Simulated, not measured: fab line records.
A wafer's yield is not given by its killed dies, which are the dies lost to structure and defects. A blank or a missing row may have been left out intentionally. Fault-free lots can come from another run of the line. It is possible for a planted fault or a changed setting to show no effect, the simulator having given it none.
The same fault as seen by 2 desks    flow sky130    what lay behind the numbers comes last; until then each desk has only its own

== THE METROLOGY DESK ==
What the gauges read, lot by lot, whatever tool the lot ran on: means of the sampled wafers that have a number. Marked OUT: a lot whose mean sits more than 4 standard deviations from the usual mean, which makes it out of limits; the brackets give that distance.
Columns: A = POLY_GATE_OXIDATION_THK at SKY_POLY_GATE_THK_MEAS_21, usual 3.94 nm; B = cd nm at SKY_POLY_GATE_CD_MEAS_22, usual 148.7 nm; C = LDD_N_OVL at SKY_LDD_N_OVL_MEAS_07, usual 0.5 nm
lot   first seen here  A     B      C
L385  day 17 09:39     4.04  147.1  0.6
L392  day 20 18:09     3.92  150.8  1.4
L401  day 23 06:19     3.91  147.2  1.2
L403  day 23 17:43     4.02  148.0  1.8
L404  day 24 03:00     3.79  149.7  0.0
L406  day 24 16:22     3.79  143.9  1.2
This desk found nothing out of limits on any of the 6 lots.

== THE TOOL OWNER'S DESK: implanter-04 ==
The tool's own readings at SKY_LDD_N_IMPLANT_09, given as means over the sampled wafers that have a number, one for each lot that went through this tool. Marked OUT: a lot whose mean sits more than 4 standard deviations from the usual mean, which makes it out of limits; the brackets give that distance.
Columns: A = beam energy keV at SKY_LDD_N_IMPLANT_09, usual 20.000; B = beam on s at SKY_LDD_N_IMPLANT_09, usual 10.00 s; C = dose ions cm2 at SKY_LDD_N_IMPLANT_09, usual 7.499e+13; D = end station pressure torr at SKY_LDD_N_IMPLANT_09, usual 5.38e-06 Torr; E = faraday current uA at SKY_LDD_N_IMPLANT_09, usual 423
lot   first seen here  A       B                 C                            D         E
L392  day 22 01:28     20.003  9.84              7.501e+13                    5.60e-06  430
L403  day 24 23:36     20.004  10.79             9.151e+13 (+99 or more) OUT  5.48e-06  479 (+6.0) OUT
L404  day 25 08:24     20.001  11.13 (+5.1) OUT  9.149e+13 (+99 or more) OUT  5.50e-06  464 (+4.3) OUT
This desk's finding: out of limits on L403, L404; first on L403, day 24 23:36 (dose ions cm2 at SKY_LDD_N_IMPLANT_09). L392: within limits.

== BROUGHT TOGETHER ==
The tool owner's desk could have raised an alarm at day 24 23:36, on L403, L404.
The metrology desk saw nothing out of limits.
The metrology desk holds a record of L403, L404, inside its limits.
Of the lots named, all ran SKY_LDD_N_IMPLANT_09 on implanter-04.

== WHAT WAS PUT IN BY THE SIMULATOR ==
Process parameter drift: implanter-04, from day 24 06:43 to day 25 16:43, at SKY_LDD_N_IMPLANT_09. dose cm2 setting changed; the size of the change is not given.
Struck lots among those shown: L403, L404.
Time in hours from fault onset to the first out-of-limits reading at each desk: the tool owner's desk, 17.
